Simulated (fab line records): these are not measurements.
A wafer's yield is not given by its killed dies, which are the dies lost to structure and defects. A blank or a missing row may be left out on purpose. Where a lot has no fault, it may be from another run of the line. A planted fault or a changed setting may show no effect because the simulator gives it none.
Problem report, 8D (eight disciplines) form, completed by code :: flow sky130 :: the parts of the form that need people (team, actions taken, sign-off) are left out

== 1. WHAT WENT WRONG ==
Wafers without a fault read 9.997e+12, standard deviation 1e+10; dose ions cm2 at SKY_LDD_P_IMPLANT_09 reads a mean of 1.039e+13 on 6 wafers belonging to 2 lots. That is +39 standard deviations from the usual mean.
Earliest sighting: wafer L472.4 on implanter-01 at day 26 01:15. At this step, 39 wafers from 13 lots have a number in the record. Rule for "out" (also "out of limits"): further than 4 standard deviations from the usual mean. All remaining wafers that have a number are taken as sound.

== 2. WHAT THIS IS AND IS NOT ==
question: which readings at this step
is: dose ions cm2
is not: -

question: which lots
is: L472, L473
is not: L454, L455, L456, L459, L460, L461, L462, L463, L465, L467, L469

question: which wafers of those lots
is: all that have a number
is not: -

question: read on which tools
is: implanter-01
is not: implanter-02, implanter-04

question: when
is: from day 26 01:15
is not: up to then (33 sound wafers)

== 3. WHAT RULES OUT EACH SUSPECT ==
Counting: a tool stays on the suspect list if, at a process step up to the reading, it processed all lots that are out and no sound lot following the first of them.
- implanter-01 at SKY_LDD_P_IMPLANT_09: kept. It processed each lot that is out, first L472 at day 26 01:15, and no sound lot thereafter; up to then, the last sound lot it processed was L469 at day 25 11:54. Its own dose ions cm2 readings are out on those wafers.
After counting, what remains is implanter-01 at SKY_LDD_P_IMPLANT_09.

== 4. THE CAUSE (what the simulator had put in) ==
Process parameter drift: implanter-01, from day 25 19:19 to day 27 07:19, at SKY_LDD_P_IMPLANT_09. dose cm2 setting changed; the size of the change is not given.
Only this tool survived the counting.

== 5. THE CHAIN OF EFFECTS, in route order ==
Each row: a reading where the mean over the struck wafers with a number is more than 3 standard deviations away from the usual. Only readings for which the record gives a usual standard deviation are gone through. hours: the time from each lot's start at the first step in this table that gives one to its start at this step, as a median over the lots. sigmas: the change in usual standard deviations.
hours: 0
step: SKY_LDD_P_IMPLANT_09
reading: dose ions cm2
usual: 9.997e+12
on struck wafers: 1.039e+13
change: +3.945e+11
sigmas: +39
It contains these process steps:
- SKY_LDD_P_IMPLANT_09
At these later measuring or inspecting steps, every struck wafer for which the step has a row has a number for every such reading, and none has moved that far: SKY_POLY_CUT_CD_MEAS_08.

== 6. HOW IT WOULD HAVE BEEN CAUGHT EARLIER ==
In this record no reading fell out of limits until day 26 01:15, 6 hours after the fault had begun at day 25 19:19.
